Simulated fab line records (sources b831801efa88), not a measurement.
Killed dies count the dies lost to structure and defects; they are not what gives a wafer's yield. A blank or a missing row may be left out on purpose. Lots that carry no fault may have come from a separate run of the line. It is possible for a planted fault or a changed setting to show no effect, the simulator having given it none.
A single fault, viewed from 2 desks / flow gf180mcu / every desk sees just its own numbers, and what lay behind them comes last

== THE METROLOGY DESK ==
Means of the sampled wafers that have a number, per lot and without regard to the tool the lot ran on: this is what the gauges read. Marked OUT: a lot whose mean sits more than 4 standard deviations from the usual mean, which makes it out of limits; the brackets give that distance.
Columns: A = M2_ALCU_THK at GF_M2_THK_MEAS_06, usual 452 nm
lot=L493; first seen here=day 18 04:25; A=438
lot=L494; first seen here=day 18 19:04; A=454
lot=L495; first seen here=day 19 05:14; A=454
lot=L498; first seen here=day 20 12:13; A=450
lot=L502; first seen here=day 21 18:59; A=452
lot=L504; first seen here=day 22 21:20; A=451
lot=L508; first seen here=day 23 22:33; A=453
lot=L510; first seen here=day 24 12:50; A=454
lot=L511; first seen here=day 24 16:37; A=450
lot=L512; first seen here=day 25 08:23; A=449
lot=L513; first seen here=day 25 10:59; A=454
lot=L514; first seen here=day 25 16:53; A=452
lot=L515; first seen here=day 26 02:02; A=454
lot=L516; first seen here=day 26 08:02; A=450
Result from this desk: across the 14 lots, nothing is out of limits.

== TOOL OWNER'S DESK, plasma-asher-04 ==
The tool's own readings at GF_MVPSD_STRIP_10 (strips in O2/N2): means of the sampled wafers that have a number, for each lot that ran on this tool. Marked OUT: a lot whose mean sits more than 4 standard deviations from the usual mean, which makes it out of limits; the brackets give that distance.
Columns: A = drypump-motor-current-A at GF_MVPSD_STRIP_10, usual 5.7 A; B = heater-power-w at GF_MVPSD_STRIP_10, usual 357 W; C = oes-product-au at GF_MVPSD_STRIP_10, usual 0.723 a.u.; D = strip-time-to-endpoint-s at GF_MVPSD_STRIP_10, usual 36.96 s
lot=L495; first seen here=day 5 15:10; A=5.5; B=371; C=0.725; D=36.97
lot=L502; first seen here=day 7 08:54; A=5.5; B=369; C=0.725; D=37.02
lot=L504; first seen here=day 7 17:31; A=5.5; B=370; C=0.721; D=36.94
lot=L515; first seen here=day 10 13:09; A=5.5; B=372; C=0.725; D=36.95
Result from this desk: across the 4 lots, nothing is out of limits.

== ALL TOGETHER ==
At the metrology desk, nothing out of limits was observed.
The tool owner's desk saw nothing out of limits.

== WHAT HAD BEEN PUT IN BY THE SIMULATOR ==
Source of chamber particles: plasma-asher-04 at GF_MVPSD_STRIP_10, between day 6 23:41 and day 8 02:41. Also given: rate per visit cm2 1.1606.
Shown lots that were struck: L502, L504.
